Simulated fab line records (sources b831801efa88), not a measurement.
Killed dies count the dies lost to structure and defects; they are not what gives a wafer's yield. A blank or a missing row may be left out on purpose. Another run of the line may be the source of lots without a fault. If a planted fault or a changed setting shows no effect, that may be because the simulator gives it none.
Which tool is to blame? | flow sky130 | Sampling: 12 lots, 36 wafers, 3 of 708 route steps

== WHAT THE GAUGES READ, wafer by wafer ==
SKY_LOCAL_INTERCONNECT_RS_MEAS_01: measures by four-point-probe.
lot  | measured     | on           | LOCAL_INTERCONNECT_TIN_RS (ohm/sq)
L831 | day 29 05:35 | filmMetro-02 | 13.99 14.10 13.91
L832 | day 30 00:10 | filmMetro-04 | 14.39 14.50 14.33
L834 | day 30 15:01 | filmMetro-02 | 14.10 13.99 14.07
L833 | day 30 17:29 | filmMetro-02 | 14.51 14.37 14.30
L835 | day 31 01:39 | filmMetro-03 | 14.22 14.45 14.25
L836 | day 31 09:22 | filmMetro-03 | 14.11 14.46 14.31
L838 | day 31 14:06 | filmMetro-03 | 14.31 14.39 14.22
L837 | day 31 15:04 | filmMetro-04 | 14.28 14.45 14.14
L847 | day 34 13:39 | filmMetro-04 | 14.21 14.31 14.22
L848 | day 34 18:37 | filmMetro-04 | 14.06 11.07 11.13
L852 | day 36 00:19 | filmMetro-04 | 14.32 14.38 14.24
L853 | day 36 11:12 | filmMetro-04 | 14.45 14.28 14.46

SKY_LOCAL_INTERCONNECT_THK_MEAS_02: measures by xrf.
lot  | measured     | on           | LOCAL_INTERCONNECT_TIN_THK (nm)
L831 | day 29 05:41 | filmMetro-02 | 99.8 98.8 100.6
L832 | day 30 00:17 | filmMetro-04 | 96.4 95.9 97.3
L834 | day 30 15:07 | filmMetro-02 | 98.3 99.2 98.2
L833 | day 30 17:36 | filmMetro-02 | 95.9 96.7 96.9
L835 | day 31 01:46 | filmMetro-03 | 97.9 96.3 97.4
L836 | day 31 09:29 | filmMetro-03 | 98.6 96.0 97.2
L838 | day 31 14:12 | filmMetro-03 | 97.3 96.2 97.8
L837 | day 31 15:10 | filmMetro-04 | 97.5 96.3 98.3
L847 | day 34 13:46 | filmMetro-04 | 98.3 96.8 97.6
L848 | day 34 18:43 | filmMetro-04 | 98.5 124.7 124.1
L852 | day 36 00:26 | filmMetro-04 | 97.3 96.9 97.7
L853 | day 36 11:19 | filmMetro-04 | 96.3 97.6 96.7

== TOOL THAT RAN EACH LOT (tool first, then ch and the chambers of the sampled wafers, then the start) ==
lot  | SKY_LOCAL_INTERCONNECT_SPUTTER_00
L831 | pvdSputter-01, day 29 05:29
L832 | pvdSputter-04, day 30 00:06
L834 | pvdSputter-03, day 30 14:55
L833 | pvdSputter-03, day 30 17:25
L835 | pvdSputter-04, day 31 01:34
L836 | pvdSputter-03, day 31 09:17
L838 | pvdSputter-03, day 31 14:00
L837 | pvdSputter-01, day 31 14:59
L847 | pvdSputter-04, day 34 13:35
L848 | pvdSputter-01, day 34 18:31
L852 | pvdSputter-03, day 36 00:15
L853 | pvdSputter-03, day 36 11:07
- SKY_LOCAL_INTERCONNECT_SPUTTER_00: material TiN, target thk 100 nm, time 83.3 s.

== AS READ BY THE TOOLS THEMSELVES (means over the sampled wafers that have a number; for cases with no such wafer, the mark the record gives instead) ==
SKY_LOCAL_INTERCONNECT_SPUTTER_00.
lot  | tool          | cathodeDcPowerW (W) | throttleValvePct (%)
L831 | pvdSputter-01 | 6500.0              | 30.3
L832 | pvdSputter-04 | 6500.4              | 30.3
L834 | pvdSputter-03 | 6499.3              | 29.4
L833 | pvdSputter-03 | 6499.7              | 29.6
L835 | pvdSputter-04 | 6499.5              | 30.1
L836 | pvdSputter-03 | 6501.0              | 29.4
L838 | pvdSputter-03 | 6499.8              | 29.4
L837 | pvdSputter-01 | 6500.1              | 30.4
L847 | pvdSputter-04 | 6500.0              | 31.1
L848 | pvdSputter-01 | 7622.3              | 31.5
L852 | pvdSputter-03 | 6499.4              | 30.2
L853 | pvdSputter-03 | 6499.5              | 27.9

== THE ANSWER, worked out from the rows above alone ==
Rule: what is usual is taken from the lots themselves. The widest of any qualifying gaps counts: lots, ordered by their means at a reading, are off when they make up no more than a third of the lots, leave a main group of 4 or more, and stand apart from it by 3 or more times the standard deviation of that group's means. The tables above print the reading to a certain number of digits; a main group whose means all agree to those digits is not used. Also off: a lot with no number at a reading for which 4 or more lots have one. Where the step has rows for the other lots, those lots are counted as sound. Order of review: gauges by route order, followed by the tools' own readings, for which a lot's mean as printed above is used. The first step at which some lot is off is used, and at that step the reading that is off furthest; a lot without a number counts as furthest.
Off: L848, at SKY_LOCAL_INTERCONNECT_RS_MEAS_01 (LOCAL_INTERCONNECT_TIN_RS). The main group has a mean of 14.27 ohm/sq with a standard deviation of 0.13.
A tool fits if, at a process step before that reading, it ran every lot that is off, and no sound lot after the first of them. Not tried: the gauges at SKY_LOCAL_INTERCONNECT_RS_MEAS_01; whatever is off there is also off at SKY_LOCAL_INTERCONNECT_SPUTTER_00, on other tools, and gauge error can't account for it. One candidate fits, namely pvdSputter-01 at SKY_LOCAL_INTERCONNECT_SPUTTER_00. Its last sound lot is L837 (day 31 14:59), its first lot that is off L848 (day 34 18:31): a fault that began between those two fits.
The tool's own readings at SKY_LOCAL_INTERCONNECT_SPUTTER_00 bear it out: on the lots that are off they differ by more than 5 times the standard deviation of the sound lots' means. cathodeDcPowerW reads 7622.3 W there against 6499.9 W on the sound lots.

== WHAT HAD BEEN PUT IN BY THE SIMULATOR ==
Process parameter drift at SKY_LOCAL_INTERCONNECT_SPUTTER_00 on pvdSputter-01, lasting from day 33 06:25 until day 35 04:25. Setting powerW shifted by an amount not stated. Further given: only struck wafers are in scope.
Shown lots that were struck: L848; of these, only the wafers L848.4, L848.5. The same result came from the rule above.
